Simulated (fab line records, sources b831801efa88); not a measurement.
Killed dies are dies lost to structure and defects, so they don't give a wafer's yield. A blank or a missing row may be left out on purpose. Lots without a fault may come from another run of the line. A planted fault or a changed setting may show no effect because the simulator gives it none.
fab line records | flow sky130
record lots=5 wafers=15 last_day=50
route steps=708 shown CONTACT@421 METAL1@434
lots that met no fault: from a run of the same line without faults
start_h: hours from the record's first day to the start of the lot's first wafer shown | wait_h: hours since the lot's step before | " the same as in the row above | L1.1+2: a row that stands for several wafers | - no value, or no start given | * or withheld: withheld | < > ~ a bound
route shown NAME@n: a module of which the file shows steps, and the number in the route of the first | usual: mean/standard deviation of fault-free wafers | same: alike in all rows | chamber/n: place in a boat | sites: the reading at each site | _std_site: their standard deviation | _edge_site: outer sites' mean less inner sites' | radius_mm: how far each site lies from the wafer's centre | mask NAME#n: copy n | behind: the tool/chamber that last shaped the wafer | hold: why the lot was held/for how many hours/how that ended | device: the transistor (n, p or np) that didn't switch | end of line: the same wafers' tests at the end of the route | a step without rows: its recipe alone | killed: dies lost to structure and defects at the first sort, not the wafer's yield | map: a wafer's dies, x killed, . not, _ none there
set.NAME: the setting as run; set.NAME@STEP: as run at that earlier step | model.NAME: the simulator's own value behind a step, which no gauge read
lots at some steps of the route; a table a step, a row a wafer
services: from which hour (start_h, from the record's first day; less than 0 if before it) a tool's chamber was out of use, for how many hours, and why
## steps
# step SKY_CONTACT_OVL_MEAS_15
# usual CONTACT_OVL=4/5.2
# columns lot.wafer tool chamber start_h wait_h CONTACT_OVL[nm]
L076.1 overlay-02 - 754.65 0.1 5
L076.5 " - " " 10
L076.6 " - " " 6
L081.1 overlay-01 - 793.37 0.1 6
L081.4 " - " " 15
L081.5 " - " " 6
L088.2 overlay-02 - 832.02 0.1 0
L088.3 " - " " 7
L088.4 " - " " 6
L091.1 overlay-02 - 871.37 0.1 11
L091.4 " - " " 4
L091.6 " - " " 8
L096.1 overlay-02 - 900.20 0.1 6
L096.4 " - " " 6
L096.5 " - " " 7
# step SKY_CONTACT_ETCH_16
# recipe chemistry=N2/H2 target=BARC ion_energy_ev=200 source_w=500 bias_w=100 pressure_mtorr=30 n2_flow_sccm=100 h2_flow_sccm=200 stop_on=SiO2 time_s=45.9 target_depth_a=600
# usual chamber_pressure_mTorr=30.003/0.026 drypump_motor_current_A=5.8/0.52 oes_product_au=0.855/0.0047 throttle_valve_pct=13.225/0.0093
# columns lot.wafer tool chamber start_h wait_h chamber_pressure_mTorr drypump_motor_current_A oes_product_au rf_hours_counter_h throttle_valve_pct
L076.1 rie_diel-02 0 754.69 0.0 30.012 5.7 0.855 7 13.220
L076.5 " 3 " " 29.988 6.4 0.850 - 13.238
L076.6 " 2 " " 30.022 6.1 0.854 - 13.242
L081.1 rie_diel-02 0 793.40 0.0 30.022 5.7 0.863 8 13.228
L081.4 " 2 " " 29.969 6.2 0.851 - 13.215
L081.5 " 0 " " 30.008 5.7 0.849 - 13.226
L088.2 rie_diel-03 3 832.05 0.0 30.055 6.2 0.857 9 13.222
L088.3 " 1 " " 29.964 4.9 0.867 12 13.233
L088.4 " 0 " " 29.981 5.7 0.862 29 13.209
L091.1 rie_diel-03 2 871.40 0.0 29.994 5.3 0.855 5 13.234
L091.4 " 3 " " 29.992 6.2 0.858 - 13.230
L091.6 " 1 " " 29.990 4.9 0.853 - 13.213
L096.1 rie_diel-02 1 900.24 0.0 29.996 6.1 0.850 3 13.240
L096.4 " 3 " " 30.014 6.4 0.862 9 13.233
L096.5 " 2 " " 30.051 6.2 0.854 - 13.225
# step SKY_CONTACT_ETCH_17
# recipe target=SiO2 chemistry=C4F8/O2/Ar stop_on=Si3N4 mask_material=KrF-thick source_w=1500 bias_w=1200 pressure_mtorr=40 c4f8_flow_sccm=withheld O2_flow_sccm=6 Ar_flow_sccm=300 time_s=withheld target_depth_a=3400
# usual chamber_pressure_mTorr=40.00/0.036 oes_product_au=0.893/0.0051
# columns lot.wafer tool chamber start_h wait_h chamber_pressure_mTorr oes_product_au
L076.1 rie_diel-02 0 754.73 0.0 39.96 0.901
L076.5 " 3 " " 40.04 0.893
L076.6 " 2 " " 39.98 0.895
L081.1 rie_diel-02 0 793.45 0.0 39.95 0.895
L081.4 " 2 " " 40.01 0.893
L081.5 " 0 " " 40.09 0.891
L088.2 rie_diel-03 3 832.10 0.0 39.99 0.891
L088.3 " 1 " " 40.02 0.887
L088.4 " 0 " " 39.99 0.883
L091.1 rie_diel-03 2 871.45 0.0 40.01 0.897
L091.4 " 3 " " 40.00 0.888
L091.6 " 1 " " 40.00 0.893
L096.1 rie_diel-02 1 900.28 0.0 40.02 0.890
L096.4 " 3 " " 40.05 0.889
L096.5 " 2 " " 39.99 0.892
# step SKY_CONTACT_ETCH_18
# recipe target=Si3N4 chemistry=CHF3/O2 stop_on=TiN source_w=600 bias_w=200 pressure_mtorr=40 chf3_flow_sccm=50 O2_flow_sccm=5 time_s=39 target_depth_a=750
# usual O2_flow_sccm=5.000/0.015 chamber_pressure_mTorr=40.00/0.036 drypump_motor_current_A=5.8/0.53 oes_product_au=0.858/0.0078 throttle_valve_pct=8.796/0.0093
# columns lot.wafer tool chamber start_h wait_h O2_flow_sccm chamber_pressure_mTorr drypump_motor_current_A oes_product_au rf_hours_counter_h throttle_valve_pct
L076.1 rie_diel-02 0 - - 5.026 39.98 5.7 0.847 7 8.767
L076.5 " 3 " " 5.025 39.96 6.4 0.858 - 8.781
L076.6 " 2 " " 5.011 40.05 6.2 0.863 - 8.795
L081.1 rie_diel-02 0 - - 4.989 39.97 5.7 0.860 8 8.798
L081.4 " 2 " " 4.990 39.99 6.1 0.874 - 8.808
L081.5 " 0 " " 5.000 40.07 5.7 0.860 - 8.800
L088.2 rie_diel-03 3 - - 5.003 39.99 6.2 0.861 10 8.797
L088.3 " 1 " " 4.995 39.96 4.9 0.850 12 8.783
L088.4 " 0 " " 5.004 40.03 5.7 0.856 29 8.801
L091.1 rie_diel-03 2 - - 4.963 39.98 5.3 0.851 5 8.793
L091.4 " 3 " " 4.983 39.97 6.2 0.866 - 8.803
L091.6 " 1 " " 5.009 40.00 4.9 0.864 - 8.807
L096.1 rie_diel-02 1 - - 5.000 40.02 6.1 0.840 3 8.801
L096.4 " 3 " " 5.006 39.99 6.4 0.864 9 8.800
L096.5 " 2 " " 5.022 40.00 6.2 0.871 - 8.796
# step SKY_CONTACT_STRIP_19
# recipe chemistry=O2/N2 power_w=1400 pressure_mtorr=1500 platen_temp_c=withheld o2_flow_sccm=3000 n2_flow_sccm=300 overash_fraction=0.5
# usual chamber_pressure_mTorr=1500.0/1.4 drypump_motor_current_A=5.7/0.42 oes_product_au=0.380/0.0045 strip_time_to_endpoint_s=3.61/0.033
# columns lot.wafer tool chamber start_h wait_h chamber_pressure_mTorr drypump_motor_current_A oes_product_au rf_hours_counter_h strip_time_to_endpoint_s
L076.1 plasma_asher-01 1 754.82 - 1498.8 5.3 0.382 90 3.62
L076.5 " 1 " " 1502.2 5.3 0.379 - 3.61
L076.6 " 0 " " 1498.9 6.0 0.386 - 3.61
L081.1 plasma_asher-01 0 793.54 - 1501.0 6.0 0.386 94 3.60
L081.4 " 1 " " 1503.1 5.3 0.389 - 3.64
L081.5 " 0 " " 1500.6 6.0 0.377 - 3.59
L088.2 plasma_asher-02 0 832.19 - 1500.3 5.6 0.377 9 3.63
L088.3 " 0 " " 1499.7 5.6 0.379 - 3.58
L088.4 " 1 " " 1498.4 5.3 0.375 - 3.57
L091.1 plasma_asher-02 1 871.54 - 1499.2 5.3 0.382 13 3.58
L091.4 " 0 " " 1501.4 5.6 0.383 - 3.62
L091.6 " 1 " " 1497.7 5.3 0.378 - 3.57
L096.1 plasma_asher-02 1 900.37 - 1501.0 5.3 0.384 16 3.62
L096.4 " 1 " " 1501.8 5.3 0.383 - 3.55
L096.5 " 0 " " 1497.7 5.6 0.370 - 3.62
# step SKY_CONTACT_STRIP_20
# recipe chemistry=post_etch_residue_remover time_s=1200 temp_c=72.5
# columns lot.wafer tool chamber start_h wait_h
L076.1+5+6 wet_bench-02 2 754.92 0.1
L081.1+4+5 wet_bench-02 0 793.64 0.1
L088.2+3+4 wet_bench-04 0 832.29 0.1
L091.1+4+6 wet_bench-04 0 871.64 0.1
L096.1+4+5 wet_bench-02 1 900.47 0.1
# step SKY_CONTACT_CLEAN_21
# recipe chemistry=IPA time_s=180 temp_c=25
# columns lot.wafer tool chamber start_h wait_h
L076.1+5+6 wet_bench-04 0 755.26 0.0
L081.1+4+5 wet_bench-04 3 794.01 0.0
L088.2+3+4 wet_bench-02 0 832.63 0.0
L091.1+4+6 wet_bench-02 1 871.98 0.0
L096.1+4+5 wet_bench-04 3 900.81 0.0
# step SKY_CONTACT_CLEAN_22
# recipe chemistry=O3/DIW dry=n2_spin
# columns lot.wafer tool chamber start_h wait_h
L076.1+5+6 wet_bench-03 3 755.32 0.0
L081.1+4+5 wet_bench-04 3 794.07 0.0
L088.2+3+4 wet_bench-04 3 832.69 0.0
L091.1+4+6 wet_bench-04 1 872.04 0.0
L096.1+4+5 wet_bench-03 0 900.87 0.0
# step SKY_CONTACT_SPUTTER_23
# recipe material=TiN target_thk_nm=20 chamber_pressure_pa=5 power_w=4000 time_s=80
# usual throttle_valve_pct=29.5/1.1
# columns lot.wafer tool chamber start_h wait_h throttle_valve_pct
L076.1 pvd_sputter-02 - 755.42 0.0 29.7
L076.5 " - " " 30.2
L076.6 " - " " 30.3
L081.1 pvd_sputter-03 - 794.16 0.0 30.4
L081.4 " - " " 28.6
L081.5 " - " " 30.3
L088.2 pvd_sputter-03 - 832.78 0.0 29.4
L088.3 " - " " 27.1
L088.4 " - " " 28.7
L091.1 pvd_sputter-03 - 872.13 0.0 30.2
L091.4 " - " " 29.5
L091.6 " - " " 30.2
L096.1 pvd_sputter-03 - 900.97 0.0 27.4
L096.4 " - " " 28.5
L096.5 " - " " 28.7
# step SKY_CONTACT_CVD_24
# recipe material=W target_thk_nm=340 time_s=102.12 temp_c=400 pressure_torr=40
# usual heater_power_outer_w=541/51 heater_power_w=865/60
# columns lot.wafer tool chamber start_h wait_h heater_power_outer_w heater_power_w
L076.1 cvd_w-02 1 755.48 0.0 620 948
L076.5 " 1 " " 589 886
L076.6 " 0 " " 524 881
L081.1 cvd_w-01 1 794.22 0.0 533 790
L081.4 " 1 " " 539 851
L081.5 " 1 " " 533 826
L088.2 cvd_w-01 1 832.84 0.0 538 838
L088.3 " 1 " " 536 849
L088.4 " 0 " " 451 763
L091.1 cvd_w-02 0 872.19 0.0 536 906
L091.4 " 1 " " 603 923
L091.6 " 1 " " 594 945
L096.1 cvd_w-01 1 901.03 0.0 531 846
L096.4 " 0 " " 455 796
L096.5 " 0 " " 467 762
# step SKY_CONTACT_RS_MEAS_25
# recipe thk_meas_gauge=four-point-probe reads=W_of_CONTACT_CVD_24+TiN_of_CONTACT_SPUTTER_23
# usual CONTACT_W_RS=0.337/0.0043
# columns lot.wafer tool chamber start_h wait_h CONTACT_W_RS[ohm/sq]
L076.1 film_metro-04 - 755.59 0.1 0.340
L076.5 " - " " 0.343
L076.6 " - " " 0.333
L081.1 film_metro-03 - 794.33 0.1 0.334
L081.4 " - " " 0.338
L081.5 " - " " 0.341
L088.2 film_metro-03 - 832.97 0.1 0.332
L088.3 " - " " 0.333
L088.4 " - " " 0.332
L091.1 film_metro-03 - 872.30 0.1 0.338
L091.4 " - " " 0.347
L091.6 " - " " 0.343
L096.1 film_metro-04 - 901.14 0.1 0.336
L096.4 " - " " 0.338
L096.5 " - " " 0.339
# step SKY_CONTACT_THK_MEAS_26
# recipe thk_meas_gauge=xrf reads=W_of_CONTACT_CVD_24
# usual CONTACT_W_THK=335/4.7
# columns lot.wafer tool chamber start_h wait_h CONTACT_W_THK[nm]
L076.1 film_metro-04 - 755.71 0.1 331
L076.5 " - " " 326
L076.6 " - " " 336
L081.1 film_metro-03 - 794.45 0.1 338
L081.4 " - " " 335
L081.5 " - " " 333
L088.2 film_metro-03 - 833.08 0.1 342
L088.3 " - " " 340
L088.4 " - " " 343
L091.1 film_metro-03 - 872.42 0.1 334
L091.4 " - " " 326
L091.6 " - " " 327
L096.1 film_metro-04 - 901.26 0.1 333
L096.4 " - " " 329
L096.5 " - " " 329
# step SKY_CONTACT_CMP_27
# recipe stop_on=SiO2 t_overpolish_s=15 down_force_psi=3.5 platen_rpm=60 target_thk_nm=0 pad_velocity_m_s=0.94248
# usual motor_current_A=11.1/1.4 overpolish_run_s=15.001/0.0099 time_to_endpoint_s=84/3.5
# same t_overpolish_s=15
# columns lot.wafer tool chamber start_h wait_h motor_current_A overpolish_run_s time_to_endpoint_s
L076.1 cmp-01 1 755.77 0.1 9.5 15.003 90
L076.6 " 1 " " 9.6 14.980 90
L076.5 " 2 " " 10.9 14.992 86
L081.4 cmp-01 0 794.56 0.1 14.0 15.007 76
L081.1 " 1 " " 9.2 15.016 87
L081.5 " 0 " " 14.3 15.012 79
L088.4 cmp-01 1 833.13 0.0 10.3 15.013 86
L088.3 " 2 " " 10.8 15.006 83
L088.2 " 3 " " 12.0 14.997 85
L091.4 cmp-02 0 872.48 0.0 11.5 15.002 77
L091.1 " 3 " " 10.2 14.982 85
L091.6 " 0 " " 11.2 15.014 81
L096.4 cmp-01 3 901.32 0.0 11.7 14.994 85
L096.1 " 2 " " 10.8 14.996 85
L096.5 " 3 " " 10.7 15.006 84
# step SKY_METAL1_SPUTTER_00
# recipe material=Ti target_thk_nm=15 power_w=3000 time_s=10 chamber_pressure_pa=0.4
# usual throttle_valve_pct=29.8/1.3
# columns lot.wafer tool chamber start_h wait_h throttle_valve_pct
L076.1 pvd_sputter-03 - 756.07 0.2 30.1
L076.5 " - " " 27.0
L076.6 " - " " 28.9
L081.1 pvd_sputter-03 - 794.81 0.1 29.6
L081.4 " - " " 26.8
L081.5 " - " " 29.9
L088.2 pvd_sputter-04 - 833.43 0.1 30.9
L088.3 " - " " 30.4
L088.4 " - " " 28.3
L091.1 pvd_sputter-01 - 872.78 0.1 30.5
L091.4 " - " " 31.1
L091.6 " - " " 30.6
L096.1 pvd_sputter-01 - 901.62 0.1 30.3
L096.4 " - " " 30.0
L096.5 " - " " 30.7
# step SKY_METAL1_SPUTTER_01
# recipe material=TiN target_thk_nm=20 power_w=6500 time_s=16.7 chamber_pressure_pa=0.4
# usual throttle_valve_pct=29.8/1.2
# columns lot.wafer tool chamber start_h wait_h throttle_valve_pct
L076.1 pvd_sputter-03 - 756.09 0.0 30.4
L076.5 " - " " 27.2
L076.6 " - " " 29.0
L081.1 pvd_sputter-03 - 794.83 0.0 29.6
L081.4 " - " " 27.2
L081.5 " - " " 30.5
L088.2 pvd_sputter-04 - 833.45 0.0 31.0
L088.3 " - " " 30.4
L088.4 " - " " 28.0
L091.1 pvd_sputter-01 - 872.80 0.0 30.4
L091.4 " - " " 31.0
L091.6 " - " " 30.4
L096.1 pvd_sputter-01 - 901.64 0.0 30.3
L096.4 " - " " 30.1
L096.5 " - " " 30.3
# step SKY_METAL1_SPUTTER_02
# recipe material=AlCu target_thk_nm=250 power_w=10600 time_s=13.3 chamber_pressure_pa=0.4
# usual throttle_valve_pct=29.8/1.3
# columns lot.wafer tool chamber start_h wait_h throttle_valve_pct
L076.1 pvd_sputter-03 - 756.12 0.0 30.4
L076.5 " - " " 27.3
L076.6 " - " " 28.6
L081.1 pvd_sputter-03 - 794.86 0.0 29.8
L081.4 " - " " 26.9
L081.5 " - " " 30.3
L088.2 pvd_sputter-04 - 833.48 0.0 31.1
L088.3 " - " " 30.2
L088.4 " - " " 27.9
L091.1 pvd_sputter-01 - 872.83 0.0 30.3
L091.4 " - " " 31.1
L091.6 " - " " 30.5
L096.1 pvd_sputter-01 - 901.67 0.0 30.5
L096.4 " - " " 30.1
L096.5 " - " " 30.5
# step SKY_METAL1_SPUTTER_03
# recipe material=Ti target_thk_nm=5 power_w=3000 time_s=3.3 chamber_pressure_pa=0.4
# usual throttle_valve_pct=29.8/1.2
# columns lot.wafer tool chamber start_h wait_h throttle_valve_pct
L076.1 pvd_sputter-03 - 756.14 0.0 30.0
L076.5 " - " " 27.2
L076.6 " - " " 28.8
L081.1 pvd_sputter-03 - 794.88 0.0 29.3
L081.4 " - " " 27.1
L081.5 " - " " 30.3
L088.2 pvd_sputter-04 - 833.50 0.0 31.1
L088.3 " - " " 30.3
L088.4 " - " " 28.3
L091.1 pvd_sputter-01 - 872.85 0.0 30.4
L091.4 " - " " 31.1
L091.6 " - " " 30.2
L096.1 pvd_sputter-01 - 901.69 0.0 30.6
L096.4 " - " " 30.2
L096.5 " - " " 30.3
# step SKY_METAL1_SPUTTER_04
# recipe material=TiN target_thk_nm=70 power_w=6500 time_s=58.3 chamber_pressure_pa=0.4
# usual throttle_valve_pct=29.8/1.3
# columns lot.wafer tool chamber start_h wait_h throttle_valve_pct
L076.1 pvd_sputter-03 - 756.16 0.0 30.2
L076.5 " - " " 27.2
L076.6 " - " " 28.6
L081.1 pvd_sputter-03 - 794.90 0.0 29.5
L081.4 " - " " 27.2
L081.5 " - " " 30.3
L088.2 pvd_sputter-04 - 833.52 0.0 31.0
L088.3 " - " " 30.2
L088.4 " - " " 28.0
L091.1 pvd_sputter-01 - 872.87 0.0 30.4
L091.4 " - " " 31.2
L091.6 " - " " 30.5
L096.1 pvd_sputter-01 - 901.71 0.0 30.6
L096.4 " - " " 30.4
L096.5 " - " " 30.5
# step SKY_METAL1_RS_MEAS_05
# recipe thk_meas_gauge=four-point-probe reads=TiN_of_METAL1_SPUTTER_04+Ti_of_METAL1_SPUTTER_03+AlCu_of_METAL1_SPUTTER_02+TiN_of_METAL1_SPUTTER_01+Ti_of_METAL1_SPUTTER_00
# usual METAL1_ALCU_RS=0.1270/0.0019
# columns lot.wafer tool chamber start_h wait_h METAL1_ALCU_RS[ohm/sq]
L076.1 film_metro-01 - 756.21 0.0 0.1267
L076.5 " - " " 0.1262
L076.6 " - " " 0.1232
L081.1 film_metro-04 - 794.95 0.0 0.1237
L081.4 " - " " 0.1235
L081.5 " - " " 0.1235
L088.2 film_metro-01 - 833.59 0.0 0.1279
L088.3 " - " " 0.1264
L088.4 " - " " 0.1256
L091.1 film_metro-02 - 872.92 0.0 0.1276
L091.4 " - " " 0.1269
L091.6 " - " " 0.1268
L096.1 film_metro-01 - 901.76 0.0 0.1268
L096.4 " - " " 0.1277
L096.5 " - " " 0.1270
# step SKY_METAL1_THK_MEAS_06
# recipe thk_meas_gauge=xrf reads=AlCu_of_METAL1_SPUTTER_02
# usual METAL1_ALCU_THK=257/3.8
# columns lot.wafer tool chamber start_h wait_h METAL1_ALCU_THK[nm]
L076.1 film_metro-01 - 756.33 0.1 259
L076.5 " - " " 257
L076.6 " - " " 262
L081.1 film_metro-04 - 795.07 0.1 262
L081.4 " - " " 264
L081.5 " - " " 264
L088.2 film_metro-01 - 833.70 0.1 253
L088.3 " - " " 256
L088.4 " - " " 258
L091.1 film_metro-02 - 873.04 0.1 256
L091.4 " - " " 257
L091.6 " - " " 258
L096.1 film_metro-01 - 901.88 0.1 254
L096.4 " - " " 253
L096.5 " - " " 256
# step SKY_METAL1_DEHYDRATE_07
# recipe temp_c=200 time_s=60
# columns lot.wafer tool chamber start_h wait_h
L076.1+5+6 litho_track-01 0 767.05 10.7
L081.1+4+5 litho_track-01 0 808.40 13.3
L088.2+3+4 litho_track-01 0 845.92 12.2
L091.1+4+6 litho_track-04 0 885.18 12.1
L096.1+4+5 litho_track-01 0 914.35 12.5
# step SKY_METAL1_HMDS_08
# recipe prime_time_s=60 prime_temp_c=120
# columns lot.wafer tool chamber start_h wait_h
L076.1+5+6 litho_track-01 0 767.20 0.1
L081.1+4+5 litho_track-01 0 808.55 0.1
L088.2+3+4 litho_track-01 0 846.07 0.1
L091.1+4+6 litho_track-04 0 885.33 0.1
L096.1+4+5 litho_track-01 0 914.50 0.1
# step SKY_METAL1_COAT_09
# recipe resist=BARC temp_c=withheld time_s=withheld spin_rpm=3000 resist_thk_nm=60
# columns lot.wafer tool chamber start_h wait_h
L076.1+5+6 litho_track-01 0 767.35 0.1
L081.1+4+5 litho_track-01 0 808.70 0.1
L088.2+3+4 litho_track-01 0 846.22 0.1
L091.1+4+6 litho_track-04 0 885.48 0.1
L096.1+4+5 litho_track-01 0 914.65 0.1
# step SKY_METAL1_COAT_10
# recipe resist=KrF-thick spin_rpm=3000 resist_thk_nm=450
# columns lot.wafer tool chamber start_h wait_h
L076.1+5+6 litho_track-01 0 - -
L081.1+4+5 litho_track-01 0 - -
L088.2+3+4 litho_track-01 0 - -
L091.1+4+6 litho_track-04 0 - -
L096.1+4+5 litho_track-01 0 - -
# step SKY_METAL1_SOFTBAKE_11
# recipe temp_c=100 time_s=90 resist=KrF-thick
# columns lot.wafer tool chamber start_h wait_h
L076.1+5+6 litho_track-01 0 - -
L081.1+4+5 litho_track-01 0 - -
L088.2+3+4 litho_track-01 0 - -
L091.1+4+6 litho_track-04 0 - -
L096.1+4+5 litho_track-01 0 - -
# step SKY_METAL1_EXPOSE_12
# recipe mask_id=MM1 na=0.8 source_shape=annular sigma_inner=0.55 sigma_outer=0.85 target_cd_nm=140 dose_mj=28
# columns lot.wafer tool chamber start_h wait_h mask
L076.1+5+6 krf_scanner-02 0 - - MM1#0
L081.1+4+5 krf_scanner-02 0 - - MM1#0
L088.2+3+4 krf_scanner-01 0 - - MM1#0
L091.1+4+6 krf_scanner-01 0 - - MM1#0
L096.1+4+5 krf_scanner-02 0 - - MM1#0
# step SKY_METAL1_PEB_13
# recipe peb_temp_c=withheld peb_time_s=withheld resist=KrF-thick
# columns lot.wafer tool chamber start_h wait_h
L076.1+5+6 litho_track-01 0 - -
L081.1+4+5 litho_track-01 0 - -
L088.2+3+4 litho_track-01 0 - -
L091.1+4+6 litho_track-01 0 - -
L096.1+4+5 litho_track-04 0 - -
# step SKY_METAL1_DEVELOP_14
# recipe develop_time_s=60 resist=KrF-thick dev_temp_c=21
# usual developer_temp_C=20.99/0.1
# columns lot.wafer tool chamber start_h wait_h developer_temp_C
L076.1 litho_track-01 0 - - 21.07
L076.5 " 0 " " 21.04
L076.6 " 0 " " 20.96
L081.1 litho_track-01 0 - - 21.05
L081.4 " 0 " " 20.82
L081.5 " 0 " " 20.96
L088.2 litho_track-01 0 - - 21.22
L088.3 " 0 " " 20.94
L088.4 " 0 " " 21.14
L091.1 litho_track-01 0 - - 21.03
L091.4 " 0 " " 21.20
L091.6 " 0 " " 21.02
L096.1 litho_track-04 0 - - 20.85
L096.4 " 0 " " 20.89
L096.5 " 0 " " 20.99
# step SKY_METAL1_CD_MEAS_15
# recipe target_cd_nm=140
# usual cd_nm=140.0/1.6
# columns lot.wafer tool chamber start_h wait_h cd_nm
L076.1 cd_sem-02 - 782.10 - 138.3
L076.5 " - " " 140.3
L076.6 " - " " 140.8
L081.1 cd_sem-02 - 821.80 - 139.6
L081.4 " - " " 139.4
L081.5 " - " " 139.5
L088.2 cd_sem-02 - 859.42 - 141.1
L088.3 " - " " 141.8
L088.4 " - " " 142.8
L091.1 cd_sem-02 - 898.85 - 139.3
L091.4 " - " " 140.0
L091.6 " - " " 138.5
L096.1 cd_sem-01 - 926.92 - 139.2
L096.4 " - " " 139.4
L096.5 " - " " 140.1
# step SKY_METAL1_OVL_MEAS_16
# usual METAL1_OVL=3/5.5
# columns lot.wafer tool chamber start_h wait_h METAL1_OVL[nm]
L076.1 overlay-01 - 782.22 0.1 -5
L076.5 " - " " 2
L076.6 " - " " 5
L081.1 overlay-01 - 821.92 0.1 0
L081.4 " - " " 3
L081.5 " - " " 7
L088.2 overlay-02 - 859.52 0.1 0
L088.3 " - " " 1
L088.4 " - " " 4
L091.1 overlay-02 - 898.97 0.1 0
L091.4 " - " " 8
L091.6 " - " " 1
L096.1 overlay-01 - 927.04 0.1 -3
L096.4 " - " " 1
L096.5 " - " " -1
# step SKY_METAL1_DESCUM_17
# recipe chemistry=O2 source_power_w=150 bias_power_w=0 pressure_mtorr=10 temp_c=40 time_s=8
# usual chamber_pressure_mTorr=10.000/0.0082 drypump_motor_current_A=5.74/0.13 oes_product_au=0.999/0.012
# columns lot.wafer tool chamber start_h wait_h chamber_pressure_mTorr drypump_motor_current_A oes_product_au rf_hours_counter_h
L076.1 rie_metal-01 0 782.25 0.0 9.989 5.72 0.972 0
L076.5 " 0 " " 10.006 5.70 0.978 -
L076.6 " 1 " " 10.005 5.92 1.012 -
L081.1 rie_metal-03 0 821.95 0.0 9.989 5.70 0.997 6
L081.4 " 0 " " 9.987 5.64 0.999 -
L081.5 " 0 " " 10.002 5.70 0.993 -
L088.2 rie_metal-01 1 859.55 0.0 10.004 5.93 1.000 13
L088.3 " 1 " " 10.009 5.92 0.997 -
L088.4 " 0 " " 9.999 5.71 0.986 -
L091.1 rie_metal-03 1 899.00 0.0 10.001 5.87 1.023 3
L091.4 " 0 " " 10.002 5.63 1.018 -
L091.6 " 0 " " 10.008 5.62 1.002 -
L096.1 rie_metal-01 0 927.08 0.0 9.997 5.71 0.982 6
L096.4 " 0 " " 10.002 5.70 0.974 -
L096.5 " 1 " " 10.009 5.93 0.999 -
# step SKY_METAL1_ETCH_18
# recipe chemistry=N2/H2 target=BARC ion_energy_ev=200 bias_w=100 pressure_mtorr=30 n2_flow_sccm=100 h2_flow_sccm=200 icp_w=500 stop_on=SiO2 time_s=45.9 target_depth_a=600
# usual chamber_pressure_mTorr=30.003/0.027 drypump_motor_current_A=5.75/0.13 oes_product_au=0.855/0.0049 throttle_valve_pct=13.224/0.0086
# columns lot.wafer tool chamber start_h wait_h chamber_pressure_mTorr drypump_motor_current_A oes_product_au rf_hours_counter_h throttle_valve_pct
L076.1 rie_metal-01 0 782.29 0.0 30.053 5.72 0.860 0 13.217
L076.5 " 0 " " 30.011 5.72 0.849 - 13.231
L076.6 " 1 " " 30.006 5.92 0.862 - 13.234
L081.1 rie_metal-03 0 822.02 0.1 29.993 5.75 0.853 6 13.237
L081.4 " 0 " " 30.027 5.68 0.859 - 13.214
L081.5 " 0 " " 29.997 5.70 0.861 - 13.232
L088.2 rie_metal-01 1 859.59 0.0 29.985 5.93 0.855 13 13.230
L088.3 " 1 " " 30.023 5.94 0.859 - 13.228
L088.4 " 0 " " 30.020 5.72 0.854 - 13.215
L091.1 rie_metal-03 1 899.04 0.0 30.031 5.87 0.848 3 13.225
L091.4 " 0 " " 29.991 5.63 0.866 - 13.231
L091.6 " 0 " " 29.991 5.73 0.857 - 13.232
L096.1 rie_metal-01 0 927.11 0.0 30.027 5.72 0.856 6 13.204
L096.4 " 0 " " 30.003 5.72 0.856 - 13.238
L096.5 " 1 " " 30.031 5.93 0.852 - 13.242
# step SKY_METAL1_METAL_ETCH_19
# recipe target_depth_a=3600 stop_on=SiO2 over_etch_frac=0.3 time_s=78 chemistry=Cl2/BCl3 resist_sidewall_deg=88 pressure_mtorr=10 icp_w=900 bias_w=48.5 Cl2_flow_sccm=60 bcl3_flow_sccm=30
# usual chamber_pressure_mTorr=10.000/0.0091 drypump_motor_current_A=5.74/0.13 oes_product_au=0.854/0.0064 throttle_valve_pct=22.264/0.0093
# same over_etch_frac=0.3
# columns lot.wafer tool chamber start_h wait_h chamber_pressure_mTorr drypump_motor_current_A oes_product_au rf_hours_counter_h throttle_valve_pct
L076.1 rie_metal-01 0 782.35 0.0 9.993 5.70 0.855 0 22.247
L076.5 " 0 " " 9.996 5.70 0.861 - 22.243
L076.6 " 1 " " 10.007 5.91 0.845 - 22.270
L081.1 rie_metal-03 0 822.14 0.1 9.989 5.65 0.857 6 22.263
L081.4 " 0 " " 10.005 5.71 0.868 - 22.277
L081.5 " 0 " " 10.005 5.71 0.862 - 22.251
L088.2 rie_metal-01 1 859.65 0.0 9.992 5.91 0.853 13 22.273
L088.3 " 1 " " 9.998 5.92 0.853 - 22.259
L088.4 " 0 " " 10.002 5.70 0.865 - 22.249
L091.1 rie_metal-03 1 899.10 0.0 9.994 5.87 0.855 3 22.268
L091.4 " 0 " " 10.004 5.68 0.863 - 22.268
L091.6 " 0 " " 10.003 5.70 0.860 - 22.271
L096.1 rie_metal-01 0 927.17 0.0 10.010 5.69 0.854 6 22.275
L096.4 " 0 " " 10.003 5.72 0.854 - 22.266
L096.5 " 1 " " 10.017 5.92 0.858 - 22.241
## services
# columns tool chamber start_h hours kind
pvd_sputter-03 - 732.99 1.2 repair
plasma_asher-02 - 733.75 9.0 pm
pvd_sputter-01 - 734.27 2.1 repair
cmp-01 - 743.97 1.0 repair
krf_scanner-02 - 762.88 0.8 pm
rie_metal-01 1 763.96 13.1 repair
krf_scanner-02 - 769.92 2.6 repair
cvd_w-01 - 770.46 1.0 repair
cmp-01 - 770.88 1.5 repair
pvd_sputter-01 - 781.32 3.5 repair
pvd_sputter-03 - 784.83 2.7 repair
rie_metal-01 - 791.61 1.4 pm
rie_diel-02 - 809.82 0.6 repair
pvd_sputter-04 - 811.55 4.1 repair
pvd_sputter-01 - 818.41 4.4 repair
krf_scanner-02 - 826.51 0.4 repair
cmp-01 - 841.60 0.8 repair
krf_scanner-02 - 843.16 3.6 pm
krf_scanner-02 - 858.29 1.2 repair
pvd_sputter-01 - 896.56 1.6 repair
cmp-01 - 912.00 4.0 pm
pvd_sputter-01 - 913.08 15.4 repair
pvd_sputter-03 - 918.28 13.5 repair
rie_diel-02 3 921.14 5.9 repair
## key
fault none
